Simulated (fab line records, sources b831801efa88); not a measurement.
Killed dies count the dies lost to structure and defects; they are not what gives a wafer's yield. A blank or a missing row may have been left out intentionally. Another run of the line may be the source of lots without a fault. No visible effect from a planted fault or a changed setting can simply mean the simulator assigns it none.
A struck lot beside a sound one + flow gf180mcu + 45 steps out of a route of 602
Sound: wafers L476.1, L476.2, L476.4. Struck: wafer L478.3; the same lot's L478.5 was not struck, so it is left out; see the end for the cause.
Order at every step that has rows: each side's tool, ch and its chambers, its first start. Under that, the readings that differ: sound wafers + struck wafers + difference of the means + sigmas: that difference in standard deviations of wafers without a fault.
alike: same words and numbers on both sides, and readings whose means sit less than 2 such deviations apart. not compared: any withheld reading, any reading some wafer has no value for, any bound like >300 that may hide the same value, and any number with overlapping values for which the record gives no deviation.
A row with sigmas, a row that says differs or no value, or rows on one side alone: a step with any of these is where the two part. Numbers that have no deviation but don't overlap get no sigmas and don't part them. A reading missing from all wafers of one side parts the sides only when that side holds two or more wafers.

GF_STI_THK_MEAS_02:
  sound on film metro-03, day 1 16:31; struck on film metro-02, day 2 02:33
  alike: STI_OXIDATION_THK
then, 1 step without rows for these wafers: GF_STI_CVD_03 (deposits Si3N4 from DCS/NH3, target thk 207.16 nm, time 3551 s).
GF_STI_THK_MEAS_04:
  sound on film metro-01, day 1 18:34; struck on film metro-01, day 2 04:35
  alike: STI_CVD_03_THK
then, 7 steps without rows for these wafers: GF_STI_DEHYDRATE_05 (time 60 s); GF_STI_HMDS_06 (prime time 60 s); GF_STI_COAT_07 (resist thk 700 nm); GF_STI_SOFTBAKE_08 (time 60 s); GF_STI_EXPOSE_09 (exposes mask COMP, target cd 220 nm); GF_STI_PEB_10 (peb time 90 s); GF_STI_DEVELOP_11 (develop time 60 s).
GF_STI_CD_MEAS_12 targets a cd of 220 nm.
  sound on cd sem-01, day 2 06:16; struck on cd sem-02, day 2 17:29
  alike: cd nm
GF_STI_ETCH_13: etches the open film in CHF3/O2, stops on Si, target depth 282.31 nm, time 112.9 s.
  sound on rie diel-04 ch 1,3, day 2 06:23; struck on rie diel-02 ch 3, day 2 17:34
  alike: drypump motor current A, oes product au, run length s, throttle valve pct
  not compared: rf hours counter h
GF_STI_ETCH_14: etches Si in HBr/Cl2/O2, target depth 360 nm, time 102.9 s.
  sound on rie si-02 ch 0,2,3, day 2 06:28; struck on rie si-02 ch 0, day 2 17:39
| reading                              | sound             | struck | difference | sigmas |
|--------------------------------------|-------------------|--------|------------|--------|
| run length s (s)                     | 130.8 131.6 131.8 | 87.7   | -43.7      | -97    |
| model.etch.depth nm (nm)             | 372.6 366.4 366   | 210.6  | -157.7     |        |
| model.STI.feature depth nm (nm)      | 372.6 366.4 366   | 210.6  | -157.7     |        |
| model.KrF_of_STI_COAT_07.thk nm (nm) | 308.9 317.5 313.7 | 377.5  | +64.1      |        |
  alike: HBr_flow_sccm, drypump motor current A, oes product au, throttle valve pct
  not compared: rf hours counter h
GF_STI_STRIP_15: strips in O2/N2.
  sound on plasma asher-04 ch 0,1, day 2 06:32; struck on plasma asher-04 ch 0, day 2 17:45
| reading                      | sound             | struck | difference | sigmas |
|------------------------------|-------------------|--------|------------|--------|
| oes product au (a.u.)        | 0.382 0.382 0.382 | 0.415  | +0.033     | +7     |
| strip time to endpoint s (s) | 3.61 3.71 3.66    | 4.33   | +0.67      | +11    |
  alike: drypump motor current A, heater power w
  not compared: rf hours counter h
then, 6 steps without rows for these wafers: GF_STI_CLEAN_16 (cleans in dHF, time 25 s); GF_STI_WET_ETCH_17 (etches Si3N4 in H3PO4, target depth 45 nm, time 514 s); GF_STI_CLEAN_18 (cleans in SC1/SC2, time 150 s); GF_STI_CLEAN_19 (cleans in dHF, time 20 s); GF_STI_WET_ETCH_20 (etches SiO2 in dHF, target depth 20 nm, time 400 s); GF_STI_OXIDATION_21 (stabilise 600 s, purge 300 s, target thk 15 nm).
GF_STI_THK_MEAS_22:
  sound on film metro-01, day 2 09:47; struck on film metro-01, day 2 19:55
  alike: STI_OXIDATION_01_THK
then, 1 step without rows for these wafers: GF_STI_CVD_23 (deposits SiO2, target thk 650 nm, time 108.3 s).
GF_STI_THK_MEAS_24:
  sound on film metro-02, day 2 09:56; struck on film metro-02, day 2 20:03
  alike: STI_CVD_23_THK
GF_STI_CMP_25: polishes, stops on Si3N4, t overpolish 33 s, target thk 524.6 nm.
  sound on cmp-02 ch 0,1,3, day 2 10:02; struck on cmp-02 ch 0, day 2 20:11
  alike: motor current A, platen rpm, slurry filter dp kPa
then, 4 steps without rows for these wafers: GF_STI_WET_ETCH_26 (etches SiO2 in dHF, target depth 94 nm, time 188 s); GF_STI_WET_ETCH_27 (etches Si3N4 in H3PO4, target depth 160 nm, time 1825 s); GF_STI_WET_ETCH_28 (etches SiO2 in dHF, target depth 20 nm, time 40 s); GF_STI_OXIDATION_29 (stabilise 600 s, purge 300 s, target thk 10 nm).
GF_STI_THK_MEAS_30:
  sound on film metro-01, day 2 12:17; struck on film metro-03, day 2 22:52
  alike: STI_OXIDATION_02_THK
then, 8 steps without rows for these wafers: GF_DNWELL_DEHYDRATE_00 (time 60 s); GF_DNWELL_HMDS_01 (prime time 60 s); GF_DNWELL_COAT_02 (resist thk 3000 nm); GF_DNWELL_SOFTBAKE_03; GF_DNWELL_EXPOSE_04 (exposes mask DNWELL, target cd 1700 nm); GF_DNWELL_PEB_05; GF_DNWELL_DEVELOP_06 (develop time 60 s); GF_DNWELL_IMPLANT_07.
GF_DNWELL_STRIP_08: strips in O2/N2.
  sound on plasma asher-02 ch 0,1, day 3 00:19; struck on plasma asher-03 ch 1, day 3 11:54
  alike: drypump motor current A, heater power w, oes product au, strip time to endpoint s
  not compared: rf hours counter h
GF_DNWELL_TW_MEAS_09:
  sound on film metro-04, day 3 00:25; struck on film metro-01, day 3 11:59
  alike: DNWELL_TW
then, 3 steps without rows for these wafers: GF_NWELL_DEHYDRATE_00 (time 60 s); GF_NWELL_HMDS_01 (prime time 60 s); GF_NWELL_COAT_02 (resist thk 3000 nm).
-- the record jumps here: 16 days lie between the struck wafers' starts before and after (it left off in module NWELL and takes up again in module V1, whose first step shown is number 359 of the route) --
GF_V1_RS_MEAS_24: uses a four-point probe to measure.
  sound on film metro-01, day 18 14:11; struck on film metro-02, day 19 12:49
  alike: V1_W_RS
  not compared: hold
GF_V1_THK_MEAS_25: measures by xrf.
  sound on film metro-01, day 18 14:18; struck on film metro-02, day 19 12:55
  alike: V1_W_THK
  not compared: hold
-- the record jumps here: 11 days lie between the struck wafers' starts before and after (it left off in module V1 and takes up again in module PASSIVATION, whose first step shown is number 602 of the route) --
GF_PASSIVATION_PROBE_99:
  sound on prober-02, day 29 09:45; struck on prober-02, day 30 01:50
| reading                                 | sound                         | struck   | difference | sigmas |
|-----------------------------------------|-------------------------------|----------|------------|--------|
| model.etest.pwell in dnwell.line ohm um | 4026 3972 3973                | 3008     | -982       |        |
| model.etest.ldpmos_10p0.r on ohm um     | 1.117e+04 1.121e+04 1.124e+04 | 1.02e+04 | -1.01e+03  |        |
| model.etest.pwell in dnwell.rs ohm sq   | 2383 2347 2368                | 1792     | -574       |        |
| model.etest.ldnmos_10p0.r on ohm um     | 3746 3776 3762                | 3164     | -597       |        |
| model.etest.p drift.rs ohm sq           | 2499 2430 2433                | 1874     | -580       |        |
| model.etest.n drift.rs ohm sq           | 1285 1247 1247                | 852.5    | -407.2     |        |
| model.etest.nwell.line ohm um           | 1214 1176 1187                | 889.4    | -302.9     |        |
| model.etest.nwell.rs ohm sq             | 1037 1021 1022                | 763.9    | -262.8     |        |

WHERE THEY PART
At GF_STI_ETCH_14 first; at GF_STI_STRIP_15 last (within this record only). Later steps at which nothing parts them and some readings are alike: GF_STI_THK_MEAS_22, GF_STI_THK_MEAS_24, GF_STI_CMP_25, GF_STI_THK_MEAS_30, GF_DNWELL_STRIP_08, GF_DNWELL_TW_MEAS_09, GF_V1_RS_MEAS_24, GF_V1_THK_MEAS_25.

WHY: whatever the simulator had introduced
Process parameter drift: rie si-02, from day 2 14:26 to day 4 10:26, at GF_STI_ETCH_14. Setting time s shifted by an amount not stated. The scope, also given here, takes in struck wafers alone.
